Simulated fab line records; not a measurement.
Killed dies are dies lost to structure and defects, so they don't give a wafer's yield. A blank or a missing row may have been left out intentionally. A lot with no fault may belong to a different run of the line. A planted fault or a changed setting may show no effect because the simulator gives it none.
fab line records	flow sfq-line
[record] lots = 7	wafers = 20	last-day = 81
route steps=325 shown L0@4 L0V@16 M0@28
lots with no fault: from the same line, run without faults
start-h: the number of hours between the record's first day and the start of the first shown wafer of the lot	wait-h: time in hours since the lot's previous step	" repeats the value in the row above	L1.1+2: one row covering several wafers at once	- either no value or no given start	* or withheld: withheld	< > ~ a bound
route shown NAME@n: a module of which the file shows steps, and the number in the route of the first	usual: mean/standard deviation of fault-free wafers	same: alike in all rows	chamber/n: place in a boat	sites: per-site readings	_std_site: the standard deviation of these	_edge_site: the outer-site mean with the inner-site mean subtracted	radius-mm: for every site, how far away it sits from the centre of the wafer	mask NAME#n: copy n	behind: the most recent tool/chamber to have shaped the wafer	hold: why the lot went on hold/how many hours it stayed there/how the hold came to an end	device: the n, p or np transistor that did not switch	end of line: tests of these same wafers at the route's end	step lacking rows: just its recipe	killed: dies that structure and defects cost at the first sort, which is not the same as the wafer's yield	map: dies across one wafer; x = killed, . = not, _ = none there
set.NAME: setting as actually run; set.NAME@STEP: the setting as run at that earlier step	model.NAME: the simulator's own value behind a step, which no gauge read
a table for each step, a row for each wafer; lots at some steps of the route
services: from which hour (start-h, from the record's first day; less than 0 if before it) a tool's chamber was out of use, for how many hours, and why
[[steps]]
[step SFQ_L0_RS_MEAS_901]
[recipe] thk-meas-gauge = four-point-probe	reads = MoNx_KI_of_TRILAYER_L0_DEP_SPUTTER_003
[usual] L0_MONX_KI_RS = 43.6/0.52
lot.wafer	tool	chamber	start-h	wait-h	hold	L0_MONX_KI_RS[ohm/sq]
L889.1	film-metro-01	-	27.56	0.0	-	43.7
L889.2	"	-	"	"	-	43.8
L889.5	"	-	"	"	-	43.9
L892.1	film-metro-03	-	42.56	0.0	-	43.5
L892.2	"	-	"	"	-	43.2
L892.5	"	-	"	"	-	43.3
L897.3	film-metro-04	-	67.60	0.1	await-dispo/0.2h/release	43.5
L897.4	"	-	"	"	await-dispo/0.2h/release	43.6
L897.3	film-metro-04	-	67.89	0.3	-	43.4
L897.4	"	-	"	"	-	43.6
L898.2	film-metro-01	-	72.59	0.1	-	42.8
L898.5	"	-	"	"	-	42.3
L898.6	"	-	"	"	-	42.9
L899.1	film-metro-01	-	77.56	0.0	-	43.8
L899.2	"	-	"	"	-	44.1
L899.6	"	-	"	"	-	44.3
L904.4	film-metro-03	-	102.62	0.1	-	44.2
L904.5	"	-	"	"	-	43.8
L904.6	"	-	"	"	-	44.1
L905.2	film-metro-03	-	107.58	0.1	-	43.9
L905.3	"	-	"	"	-	44.2
L905.4	"	-	"	"	-	44.2
[step SFQ_L0_THK_MEAS_902]
[recipe] thk-meas-gauge = xrf	reads = MoNx_KI_of_TRILAYER_L0_DEP_SPUTTER_003
[usual] L0_MONX_KI_THK = 38.7/0.53
lot.wafer	tool	chamber	start-h	wait-h	hold	L0_MONX_KI_THK[nm]
L889.1	film-metro-01	-	27.68	0.1	-	38.7
L889.2	"	-	"	"	-	38.5
L889.5	"	-	"	"	-	38.5
L892.1	film-metro-03	-	42.68	0.1	-	38.7
L892.2	"	-	"	"	-	39.0
L892.5	"	-	"	"	-	39.1
L898.2	film-metro-01	-	72.70	0.1	-	39.6
L898.5	"	-	"	"	-	40.3
L898.6	"	-	"	"	-	39.5
L897.3	film-metro-04	-	73.26	5.3	await-dispo/0.2h/release	38.7
L897.4	"	-	"	"	await-dispo/0.2h/release	38.4
L897.3	film-metro-04	-	73.48	0.2	-	38.4
L897.4	"	-	"	"	-	38.6
L899.1	film-metro-01	-	77.68	0.1	-	39.0
L899.2	"	-	"	"	-	38.4
L899.6	"	-	"	"	-	38.0
L904.4	film-metro-03	-	102.71	0.1	-	38.5
L904.5	"	-	"	"	-	39.0
L904.6	"	-	"	"	-	38.8
L905.2	film-metro-03	-	107.69	0.1	-	38.7
L905.3	"	-	"	"	-	38.5
L905.4	"	-	"	"	-	38.9
[step SFQ_TRILAYER_L0_LITHO_COAT_010]
[recipe] resist = BARC	spin-rpm = 3000	resist-thk-nm = 62
[step SFQ_TRILAYER_L0_LITHO_COAT_005]
[recipe] resist = KrF	spin-rpm = 3000	resist-thk-nm = 600
[step SFQ_TRILAYER_L0_LITHO_SOFTBAKE_009]
[recipe] temp-c = withheld	time-s = withheld	resist = KrF
[step SFQ_TRILAYER_L0_LITHO_EXPOSE_006]
[recipe] mask-id = L0	na = 0.6	source-shape = conventional	sigma-outer = 0.65	target-cd-nm = 2000	dose-mj = 14.4
[step SFQ_TRILAYER_L0_LITHO_PEB_008]
[recipe] peb-temp-c = 115	peb-time-s = 60	resist = KrF
[step SFQ_TRILAYER_L0_LITHO_DEVELOP_007]
[recipe] time-s = 60	resist = KrF
[step SFQ_TRILAYER_L0_BARC_OPEN_METAL_ETCH_010]
[recipe] mask-material = PR	chemistry = O2	target-depth-nm = 125	target = BARC	icp-w = 600	bias-w = 80	pressure-mtorr = 10	time-s = 41.7
[step SFQ_TRILAYER_L0_ETCH_METAL_ETCH_008]
[recipe] target = MoNx_KI	stop-on = SiO2	mask-material = PR	chemistry = SF6/O2	target-depth-nm = 50	icp-w = 600	bias-w = 80	pressure-mtorr = 10	time-s = 25
[usual] drypump-motor-current-A = 5.7/0.49	oes-product-au = 0.872/0.0077
lot.wafer	tool	chamber	start-h	wait-h	drypump-motor-current-A	oes-product-au	rf-hours-counter-h
L889.1	rie-metal-04	0	40.88	0.0	5.3	0.873	3
L889.2	"	1	"	"	5.0	0.863	100
L889.5	"	0	"	"	5.2	0.874	-
L892.1	rie-metal-04	1	56.48	0.0	5.0	0.867	103
L892.2	"	0	"	"	5.2	0.882	6
L892.5	"	1	"	"	5.0	0.880	-
L897.3	rie-metal-04	0	83.31	0.0	5.3	0.869	-
L897.4	"	1	"	"	5.0	0.870	-
L898.2	rie-metal-04	1	89.30	0.0	5.0	0.880	108
L898.5	"	1	"	"	5.0	0.884	-
L898.6	"	0	"	"	5.3	0.881	-
L899.1	rie-metal-01	1	92.90	0.0	5.5	0.865	132
L899.2	"	0	"	"	6.1	0.864	4
L899.6	"	0	"	"	6.1	0.866	-
L904.4	rie-metal-01	1	119.31	0.0	5.5	0.864	-
L904.5	"	0	"	"	6.1	0.857	-
L904.6	"	1	"	"	5.5	0.872	-
L905.2	rie-metal-02	1	121.70	0.0	5.6	0.868	170
L905.3	"	1	"	"	5.6	0.864	-
L905.4	"	0	"	"	6.5	0.870	-
[step SFQ_TRILAYER_L0_STRIP_STRIP_009]
[recipe] gas = O2	power-w = 200	platen-temp-c = 40	overash-fraction = 0.65	chemistry = O2	pressure-mtorr = 50
[usual] drypump-motor-current-A = 5.7/0.5	oes-product-au = 0.998/0.0081
[same] overash-fraction = 0.65
lot.wafer	tool	chamber	start-h	wait-h	drypump-motor-current-A	oes-product-au	rf-hours-counter-h
L889.1	rie-metal-04	0	40.92	0.0	5.3	1.006	3
L889.2	"	1	"	"	5.0	0.997	100
L889.5	"	0	"	"	5.3	1.004	-
L892.1	rie-metal-04	1	56.52	0.0	5.0	1.005	103
L892.2	"	0	"	"	5.2	0.998	6
L892.5	"	1	"	"	5.0	1.004	-
L897.3	rie-metal-04	0	83.54	0.2	5.3	1.004	-
L897.4	"	1	"	"	5.0	1.014	-
L898.2	rie-metal-04	1	89.34	0.0	5.0	1.010	108
L898.5	"	1	"	"	5.0	1.003	-
L898.6	"	0	"	"	5.2	1.005	-
L899.1	rie-metal-01	1	92.94	0.0	5.5	0.994	132
L899.2	"	0	"	"	6.1	0.993	4
L899.6	"	0	"	"	6.1	0.991	-
L904.4	rie-metal-01	1	119.54	0.2	5.5	0.998	-
L904.5	"	0	"	"	6.1	1.008	-
L904.6	"	1	"	"	5.5	1.001	-
L905.2	rie-metal-02	1	121.74	0.0	5.6	0.993	170
L905.3	"	1	"	"	5.6	0.987	-
L905.4	"	0	"	"	6.4	0.980	-
[step SFQ_TRILAYER_L0_STRIP_SOLV_CLEAN_010]
[recipe] chemistry = NMP	temp-c = 70	time-s = 600
[step SFQ_TRILAYER_L0_CAP_PECVD_011]
[recipe] material = SiO2	temp-c = 150	time-s = 13.333	pressure-torr = 2.4	rf-w = 183.3	precursor = SiH4/N2O	target-thk-nm = 60
[usual] heater-power-w = 85/15	throttle-valve-pct = 25.3/0.92
lot.wafer	tool	chamber	start-h	wait-h	heater-power-w	throttle-valve-pct	model.SiO2_of_TRILAYER_L0_CAP_PECVD_011.thk-nm
L889.1	pecvd-04	0	41.70	0.0	96	26.4	60.35
L889.2	"	1	"	"	89	25.4	59.64
L889.5	"	0	"	"	97	26.4	60.51
L892.1	pecvd-02	2	57.30	0.0	80	24.2	58.94
L892.2	"	0	"	"	111	24.1	58.42
L892.5	"	1	"	"	77	24.6	59.78
L897.3	pecvd-02	1	84.12	0.0	83	24.6	59.57
L897.4	"	1	"	"	83	24.8	51.41
L898.2	pecvd-02	0	90.12	0.0	108	24.0	50.18
L898.5	"	0	"	"	104	24.1	59.7
L898.6	"	2	"	"	74	24.6	59.72
L899.1	pecvd-02	1	93.72	0.0	75	24.4	58.69
L899.2	"	2	"	"	84	24.5	50.6
L899.6	"	2	"	"	84	24.3	59.52
L904.4	pecvd-03	0	120.13	0.0	85	25.6	59.82
L904.5	"	2	"	"	56	26.3	59.73
L904.6	"	1	"	"	82	26.7	59.98
L905.2	pecvd-04	0	122.52	0.0	87	26.6	59.54
L905.3	"	2	"	"	120	25.0	60.24
L905.4	"	2	"	"	118	25.3	60.79
[step SFQ_TRILAYER_L0_VIA_LITHO_COAT_018]
[recipe] resist = BARC	spin-rpm = 3000	resist-thk-nm = 62
[step SFQ_TRILAYER_L0_VIA_LITHO_COAT_013]
[recipe] resist = KrF	spin-rpm = 3000	resist-thk-nm = 650
[step SFQ_TRILAYER_L0_VIA_LITHO_SOFTBAKE_017]
[recipe] temp-c = withheld	time-s = withheld	resist = KrF
[step SFQ_TRILAYER_L0_VIA_LITHO_EXPOSE_014]
[recipe] mask-id = L0V	na = 0.6	source-shape = conventional	sigma-outer = 0.65	target-cd-nm = 700	dose-mj = 21.3
[step SFQ_TRILAYER_L0_VIA_LITHO_PEB_016]
[recipe] peb-temp-c = 115	peb-time-s = 60	resist = KrF
[step SFQ_TRILAYER_L0_VIA_LITHO_DEVELOP_015]
[recipe] time-s = 60	resist = KrF
[step SFQ_L0V_OVL_MEAS_903]
[usual] L0V_OVL = -3/5.3
lot.wafer	tool	chamber	start-h	wait-h	L0V_OVL[nm]
L889.1	overlay-01	-	109.52	0.1	-11
L889.2	"	-	"	"	-10
L889.5	"	-	"	"	-10
L892.1	overlay-01	-	128.72	0.1	1
L892.2	"	-	"	"	0
L892.5	"	-	"	"	-2
L897.3	overlay-01	-	199.63	0.1	-5
L897.4	"	-	"	"	-5
L898.2	overlay-02	-	205.63	0.1	-4
L898.5	"	-	"	"	-4
L898.6	"	-	"	"	-8
L899.1	overlay-02	-	211.62	0.1	-7
L899.2	"	-	"	"	-2
L899.6	"	-	"	"	-6
L904.4	overlay-02	-	236.84	0.1	-8
L904.5	"	-	"	"	-10
L904.6	"	-	"	"	-11
L905.2	overlay-02	-	241.18	0.1	6
L905.3	"	-	"	"	14
L905.4	"	-	"	"	12
[step SFQ_TRILAYER_L0_VIA_BARC_OPEN_VIA_ETCH_021]
[recipe] mask-material = PR	chemistry = O2	target-depth-nm = 125	target = BARC	source-w = 500	bias-w = 80	pressure-mtorr = 30	time-s = 41.7
[usual] drypump-motor-current-A = 5.7/0.57	oes-product-au = 0.685/0.005
lot.wafer	tool	chamber	start-h	wait-h	drypump-motor-current-A	oes-product-au	rf-hours-counter-h
L889.1	rie-diel-03	1	109.56	0.0	6.5	0.687	70
L889.2	"	2	"	"	6.5	0.682	0
L889.5	"	3	"	"	5.2	0.690	-
L892.1	rie-diel-02	0	128.76	0.0	6.4	0.689	105
L892.2	"	3	"	"	5.8	0.685	143
L892.5	"	2	"	"	5.6	0.690	-
L897.3	rie-diel-04	3	199.66	0.0	6.2	0.688	69
L897.4	"	1	"	"	6.2	0.685	7
L898.2	rie-diel-02	3	205.66	0.0	5.8	0.690	144
L898.5	"	0	"	"	6.4	0.681	-
L898.6	"	3	"	"	5.8	0.686	-
L899.1	rie-diel-04	0	211.66	0.0	5.5	0.684	87
L899.2	"	2	"	"	5.7	0.680	113
L899.6	"	2	"	"	5.6	0.685	-
L904.4	rie-diel-02	1	236.86	0.0	4.8	0.682	94
L904.5	"	0	"	"	6.4	0.678	-
L904.6	"	1	"	"	4.8	0.682	-
L905.2	rie-diel-03	3	241.21	0.0	5.2	0.686	136
L905.3	"	1	"	"	6.5	0.688	72
L905.4	"	0	"	"	5.1	0.682	8
[step SFQ_TRILAYER_L0_VIA_ETCH_VIA_ETCH_016]
[recipe] target = SiO2	stop-on = MoNx_KI	mask-material = PR	chemistry = CHF3	target-depth-nm = 80	source-w = 500	bias-w = 80	pressure-mtorr = 30	time-s = withheld
[usual] drypump-motor-current-A = 5.7/0.56	oes-product-au = 0.843/0.0079
lot.wafer	tool	chamber	start-h	wait-h	drypump-motor-current-A	oes-product-au	model.L0V.feature-depth-nm	model.etch.depth-nm
L889.1	rie-diel-03	1	109.60	0.0	6.5	0.842	60.35	60.35
L889.2	"	2	"	"	6.5	0.835	59.64	59.64
L889.5	"	3	"	"	5.3	0.848	60.51	60.51
L892.1	rie-diel-02	0	128.80	0.0	6.4	0.840	58.94	58.94
L892.2	"	3	"	"	5.8	0.818	58.42	58.42
L892.5	"	2	"	"	5.6	0.838	59.78	59.78
L897.3	rie-diel-04	3	199.69	0.0	6.2	0.842	59.57	59.57
L897.4	"	1	"	"	6.2	0.775	51.41	51.41
L898.2	rie-diel-02	3	205.69	0.0	5.8	0.775	50.18	50.18
L898.5	"	0	"	"	6.4	0.844	59.7	59.7
L898.6	"	3	"	"	5.8	0.839	59.72	59.72
L899.1	rie-diel-04	0	211.69	0.0	5.5	0.833	58.69	58.69
L899.2	"	2	"	"	5.7	0.772	50.6	50.6
L899.6	"	2	"	"	5.7	0.835	59.52	59.52
L904.4	rie-diel-02	1	236.90	0.0	4.8	0.836	59.82	59.82
L904.5	"	0	"	"	6.4	0.844	59.73	59.73
L904.6	"	1	"	"	4.8	0.847	59.98	59.98
L905.2	rie-diel-03	3	241.25	0.0	5.2	0.840	59.54	59.54
L905.3	"	1	"	"	6.5	0.851	60.24	60.24
L905.4	"	0	"	"	5.1	0.845	60.79	60.79
[step SFQ_TRILAYER_L0_VIA_STRIP_STRIP_017]
[recipe] gas = O2	power-w = 200	platen-temp-c = 40	overash-fraction = 0.65	chemistry = O2	pressure-mtorr = 50
[usual] drypump-motor-current-A = 5.4/0.47	oes-product-au = 0.999/0.0071
[same] overash-fraction = 0.65
lot.wafer	tool	chamber	start-h	wait-h	drypump-motor-current-A	oes-product-au	rf-hours-counter-h
L889.1	rie-metal-01	1	109.64	-	5.5	0.987	135
L889.2	"	0	"	"	6.1	0.998	7
L889.5	"	0	"	"	6.1	1.005	-
L892.1	rie-metal-03	0	128.84	-	6.1	0.987	145
L892.2	"	1	"	"	4.9	1.001	184
L892.5	"	1	"	"	4.9	0.999	-
L897.3	rie-metal-03	0	200.14	-	6.0	0.990	-
L897.4	"	0	"	"	6.1	0.997	-
L898.2	rie-metal-03	0	205.94	-	6.0	0.981	-
L898.5	"	0	"	"	6.1	1.003	-
L898.6	"	0	"	"	6.0	0.989	-
L899.1	rie-metal-04	0	211.74	-	5.2	1.002	33
L899.2	"	1	"	"	5.0	0.992	126
L899.6	"	0	"	"	5.3	1.000	-
L904.4	rie-metal-04	0	237.14	-	5.2	1.008	-
L904.5	"	1	"	"	5.0	1.006	-
L904.6	"	0	"	"	5.2	1.008	-
L905.2	rie-metal-01	1	241.29	-	5.5	1.002	151
L905.3	"	0	"	"	6.1	0.995	-
L905.4	"	1	"	"	5.5	0.997	-
[step SFQ_TRILAYER_L0_VIA_STRIP_SOLV_CLEAN_018]
[recipe] chemistry = NMP	temp-c = 70	time-s = 600
[step SFQ_TRILAYER_M0_DEP_PRE_CLEAN_020]
[recipe] gas = Ar	time-s = 15	bias-v = 250
lot.wafer	tool	chamber	start-h	wait-h	model.SiO2_of_TRILAYER_L0_CAP_PECVD_011.thk-nm
L889.1	pvd-sputter-04	-	110.42	0.0	55.35
L889.2	"	-	"	"	54.64
L889.5	"	-	"	"	55.51
L892.1	pvd-sputter-03	-	129.63	0.0	53.94
L892.2	"	-	"	"	53.42
L892.5	"	-	"	"	54.78
L897.3	pvd-sputter-03	-	201.13	0.0	54.57
L897.4	"	-	"	"	46.41
L898.2	pvd-sputter-04	-	207.13	0.0	45.18
L898.5	"	-	"	"	54.7
L898.6	"	-	"	"	54.72
L899.1	pvd-sputter-03	-	212.52	0.0	53.69
L899.2	"	-	"	"	45.6
L899.6	"	-	"	"	54.52
L904.4	pvd-sputter-03	-	237.72	0.0	54.82
L904.5	"	-	"	"	54.73
L904.6	"	-	"	"	54.98
L905.2	pvd-sputter-04	-	242.07	0.0	54.54
L905.3	"	-	"	"	55.24
L905.4	"	-	"	"	55.79
[step SFQ_TRILAYER_M0_DEP_SPUTTER_019]
[recipe] material = Nb	base-pressure-pa = 1.33e-06	chamber-pressure-pa = 0.1333	substrate-temp-c = 20	resputter-cathode-voltage-v = 400	target-thk-nm = 200	power-w = 2000	time-s = 133.3
[usual] chamber-pressure-pa = 0.13326/0.00029	throttle-valve-pct = 30.4/1
lot.wafer	tool	chamber	start-h	wait-h	chamber-pressure-pa	throttle-valve-pct
L889.1	pvd-sputter-04	-	110.44	0.0	0.13289	31.0
L889.2	"	-	"	"	0.1336	30.7
L889.5	"	-	"	"	0.1336	30.8
L892.1	pvd-sputter-03	-	129.66	0.0	0.13301	31.1
L892.2	"	-	"	"	0.13319	29.4
L892.5	"	-	"	"	0.13317	31.1
L897.3	pvd-sputter-03	-	201.16	0.0	0.13341	32.4
L897.4	"	-	"	"	0.13355	31.0
L898.2	pvd-sputter-04	-	207.16	0.0	0.1326	30.6
L898.5	"	-	"	"	0.13325	30.9
L898.6	"	-	"	"	0.13331	30.6
L899.1	pvd-sputter-03	-	212.54	0.0	0.13322	30.8
L899.2	"	-	"	"	0.13344	32.2
L899.6	"	-	"	"	0.1333	29.9
L904.4	pvd-sputter-03	-	237.74	0.0	0.13379	32.3
L904.5	"	-	"	"	0.13361	29.9
L904.6	"	-	"	"	0.13288	29.5
L905.2	pvd-sputter-04	-	242.09	0.0	0.1331	29.0
L905.3	"	-	"	"	0.13288	30.7
L905.4	"	-	"	"	0.13323	30.7
[[services]]
tool	chamber	start-h	hours	kind
rie-metal-01	-	30.79	0.5	repair
rie-diel-02	3	32.21	2.9	repair
rie-diel-02	-	61.97	0.3	repair
rie-metal-04	-	75.16	1.2	repair
pvd-sputter-03	-	95.81	1.8	repair
rie-diel-04	1	97.18	1.9	repair
rie-diel-03	1	97.72	2.7	repair
rie-metal-03	1	98.22	2.1	repair
rie-metal-03	-	116.44	2.8	pm
rie-diel-03	2	128.09	6.2	repair
rie-metal-01	1	139.70	2.7	repair
rie-diel-03	-	158.55	15.6	pm
rie-metal-03	1	165.27	4.8	repair
rie-diel-02	-	166.59	0.8	repair
rie-diel-03	0	176.75	2.4	repair
rie-diel-03	0	187.89	10.4	repair
rie-metal-04	1	196.96	9.6	repair
rie-metal-01	-	198.07	14.6	pm
pecvd-02	-	198.89	0.4	repair
rie-diel-02	1	201.96	6.2	repair
rie-diel-03	2	209.47	2.8	repair
rie-diel-02	0	219.41	14.0	repair
rie-metal-01	-	234.18	1.4	pm
pvd-sputter-03	-	241.48	3.8	repair
[[key]]
[first-sign] step = SFQ_TRILAYER_L0_VIA_ETCH_VIA_ETCH_016	reading = oes-product-au	direction = down	sigmas = 8.7	usual = 0.843	struck = 0.774
effect none on later readings
[model-effect] step = SFQ_TRILAYER_L0_CAP_PECVD_011	value = SiO2_of_TRILAYER_L0_CAP_PECVD_011.thk-nm	without = 59.52	struck = 50.73
[model-effect] step = SFQ_TRILAYER_L0_VIA_ETCH_VIA_ETCH_016	value = L0V.feature-depth-nm	without = 59.52	struck = 50.73
[model-effect] step = SFQ_TRILAYER_M0_DEP_PRE_CLEAN_020	value = SiO2_of_TRILAYER_L0_CAP_PECVD_011.thk-nm	without = 54.52	struck = 45.73
met-at SFQ_TRILAYER_L0_CAP_PECVD_011
struck-wafers L897.4,L898.2,L899.2
onset-between 57.30 84.12
[fault] kind = process-parameter-drift	tool = pecvd-02	chamber = -	onset-h = 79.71	steps = SFQ_TRILAYER_L0_CAP_PECVD_011	channel = time-s	offset = *	shape = step	end-h = 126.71	scope = struck-wafers-only	acts-in = *	stated = *
